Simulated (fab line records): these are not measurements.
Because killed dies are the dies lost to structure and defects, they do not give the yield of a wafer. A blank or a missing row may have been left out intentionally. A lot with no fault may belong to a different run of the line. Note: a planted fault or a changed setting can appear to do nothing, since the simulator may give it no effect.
Which tool did it? ; flow sky130 ; 11 lots with 33 wafers sampled at 5 steps, on a route of 708 steps

== WHAT EACH GAUGE READ, for each wafer ==
SKY_SONOS_TUNNEL_TW_MEAS_12.
lot;measured;on;SONOS_TUNNEL_TW
L683;day 11 21:09;film_metro-01;192.2 193.3 193.8
L684;day 11 23:06;film_metro-03;199.6 200.6 199.6
L685;day 12 01:40;film_metro-02;197.9 196.6 196.4
L686;day 12 09:43;film_metro-01;196.3 196.4 196.1
L688;day 13 04:19;film_metro-02;196.2 196.3 195.8
L689;day 13 11:54;film_metro-02;196.3 197.3 197.1
L690;day 13 19:28;film_metro-01;194.8 195.1 194.7
L699;day 16 15:34;film_metro-01;195.8 194.0 196.1
L700;day 17 03:37;film_metro-02;195.5 195.8 197.6
L701;day 17 10:05;film_metro-01;195.4 195.6 195.5
L706;day 19 12:38;film_metro-01;194.8 195.7 196.0

SKY_SONOS_ONO_THK_MEAS_01.
lot;measured;on;SONOS_ONO_OXIDATION_THK (nm)
L683;day 11 23:32;film_metro-01;2.67 2.69 2.65
L684;day 12 00:53;film_metro-01;2.60 2.65 2.59
L685;day 12 03:24;film_metro-04;2.65 2.59 2.60
L686;day 12 11:08;film_metro-04;2.73 2.69 2.68
L688;day 13 06:46;film_metro-02;2.65 2.62 2.63
L689;day 13 13:55;film_metro-04;2.56 2.59 2.60
L690;day 13 20:53;film_metro-02;2.65 2.56 2.57
L699;day 16 18:00;film_metro-01;2.72 2.76 2.67
L700;day 17 09:20;film_metro-04;2.63 2.55 2.57
L701;day 17 12:33;film_metro-01;2.80 2.81 2.83
L706;day 19 15:04;film_metro-02;2.50 2.62 2.57

SKY_SONOS_ONO_THK_MEAS_03.
lot;measured;on;SONOS_ONO_CVD_02_THK (nm)
L683;day 12 03:14;film_metro-02;10.61 10.71 10.59
L684;day 12 03:18;film_metro-01;10.75 10.58 10.66
L685;day 12 06:58;film_metro-01;10.60 10.76 10.59
L686;day 12 12:15;film_metro-04;10.67 10.81 10.63
L688;day 13 08:19;film_metro-01;10.50 10.64 10.50
L689;day 13 15:01;film_metro-02;10.59 10.60 10.57
L690;day 13 22:17;film_metro-01;10.47 10.48 10.45
L699;day 16 19:33;film_metro-01;10.84 10.83 10.89
L700;day 17 11:07;film_metro-04;10.57 10.53 10.46
L701;day 17 16:31;film_metro-04;10.52 10.49 10.60
L706;day 19 16:10;film_metro-02;10.63 10.60 10.54

== EACH LOT AND THE TOOL THAT RAN IT (in order: tool; ch and the chambers of the sampled wafers; start) ==
lot;SKY_DNWELL_STRIP_08;SKY_SONOS_ONO_OXIDATION_00
L683;plasma_asher-02 ch 0,1, day 3 13:50;furnace-01 ch 0, day 11 22:11
L684;plasma_asher-02 ch 0, day 3 15:35;furnace-01 ch 0, day 11 23:32
L685;plasma_asher-03 ch 0,1, day 3 16:10;furnace-01 ch 0, day 12 02:03
L686;plasma_asher-03 ch 0,1, day 3 20:34;furnace-01 ch 0, day 12 09:48
L688;plasma_asher-01 ch 0,1, day 4 08:29;furnace-02 ch 0, day 13 05:25
L689;plasma_asher-01 ch 0,1, day 4 12:32;furnace-02 ch 0, day 13 12:34
L690;plasma_asher-02 ch 0,1, day 4 18:56;furnace-02 ch 0, day 13 19:31
L699;plasma_asher-03 ch 0,1, day 6 17:46;furnace-02 ch 0, day 16 16:40
L700;plasma_asher-02 ch 1, day 7 01:47;furnace-01 ch 0, day 17 07:59
L701;plasma_asher-02 ch 0,1, day 7 06:01;furnace-02 ch 0, day 17 11:12
L706;plasma_asher-01 ch 0,1, day 8 16:10;furnace-01 ch 0, day 19 13:43
- SKY_DNWELL_STRIP_08: strips in O2/N2.
- SKY_SONOS_ONO_OXIDATION_00: stabilise 600 s, purge 300 s, target thk 2.6 nm.

== AS READ BY THE TOOLS THEMSELVES (means over the sampled wafers that have a number; for cases with no such wafer, the mark the record gives instead) ==
SKY_DNWELL_STRIP_08.
lot;tool;drypump_motor_current_A (A);oes_product_au (a.u.);strip_time_to_endpoint_s (s)
L683;plasma_asher-02;5.7;0.721;36.85
L684;plasma_asher-02;5.0;0.721;37.00
L685;plasma_asher-03;6.1;0.721;36.93
L686;plasma_asher-03;6.0;0.728;36.98
L688;plasma_asher-01;6.3;0.720;36.90
L689;plasma_asher-01;6.1;0.725;36.89
L690;plasma_asher-02;5.7;0.723;37.02
L699;plasma_asher-03;6.1;0.721;36.82
L700;plasma_asher-02;6.1;0.721;36.88
L701;plasma_asher-02;5.4;0.720;36.96
L706;plasma_asher-01;6.3;0.722;36.77

SKY_SONOS_ONO_OXIDATION_00.
lot;tool;spike_tc_centre_C (C);spike_tc_lower_C (C);spike_tc_top_C (C);spike_tc_upper_C (C);tube_center_temp_C (C);tube_center_temp_C_max
L683;furnace-01;797.9;799.6;812.1;802.1;800;802.3
L684;furnace-01;797.3;801.2;812.5;801.2;800;802.1
L685;furnace-01;797.9;800.1;812.5;801.4;800;801.8
L686;furnace-01;798.5;801.4;812.4;801.4;800;802.6
L688;furnace-02;800.8;800.9;816.7;800.3;800;801.9
L689;furnace-02;801.6;801.3;814.9;799.0;800;801.8
L690;furnace-02;802.6;800.4;815.7;800.0;800;801.9
L699;furnace-02;806.0;805.0;819.1;803.7;804;806.2
L700;furnace-01;798.5;800.7;812.5;801.5;800;801.7
L701;furnace-02;805.1;806.0;820.0;804.2;804;806.3
L706;furnace-01;797.8;801.3;811.9;801.7;800;801.6

== THE ANSWER, worked out from the rows above alone ==
Rule: the usual values come from the lots themselves. Put in order of their means at a reading, lots are off if they are a third of the lots or fewer, leave a main group of 4 or more, and stand apart from it by a gap of 3 or more times the standard deviation of the main group's means; of several such gaps the widest counts. Not used: any main group whose means are identical at the precision the tables above print for the reading. A lot without any number at a reading at which 4 lots or more have one is off too. Where the step has rows for the other lots, those lots are counted as sound. The gauges are gone through in route order, then the tools' own readings, and for those a lot's mean is taken as printed above. The first step at which some lot is off is used, and at that step the reading that is off furthest; a lot without a number counts as furthest.
Off: L699, L701, at SKY_SONOS_ONO_OXIDATION_00 (tube_center_temp_C_max). Main group: mean 802.0, sd 0.3.
If a tool, at that step or one of the process steps before it, ran each lot that is off and ran no sound lot following the first of them, it fits. One candidate fits, namely furnace-02 at SKY_SONOS_ONO_OXIDATION_00. Its last sound lot is L690 (day 13 19:31), its first lot that is off L699 (day 16 16:40): a fault that began between those two fits.
The tool's own readings at SKY_SONOS_ONO_OXIDATION_00 bear it out: on the lots that are off they differ by more than 5 times the standard deviation of the sound lots' means. spike_tc_lower_C reads 805.5 C there against 800.8 C on the sound lots; tube_center_temp_C reads 804 C there against 800 C on the sound lots; tube_center_temp_C_max reads 806.2 there against 802.0 on the sound lots.

== WHAT THE SIMULATOR PUT IN ==
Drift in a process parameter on furnace-02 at SKY_SONOS_ONO_OXIDATION_00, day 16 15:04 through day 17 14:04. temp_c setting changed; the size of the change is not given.
Struck lots among those shown: L699, L701. The same result came from the rule above.
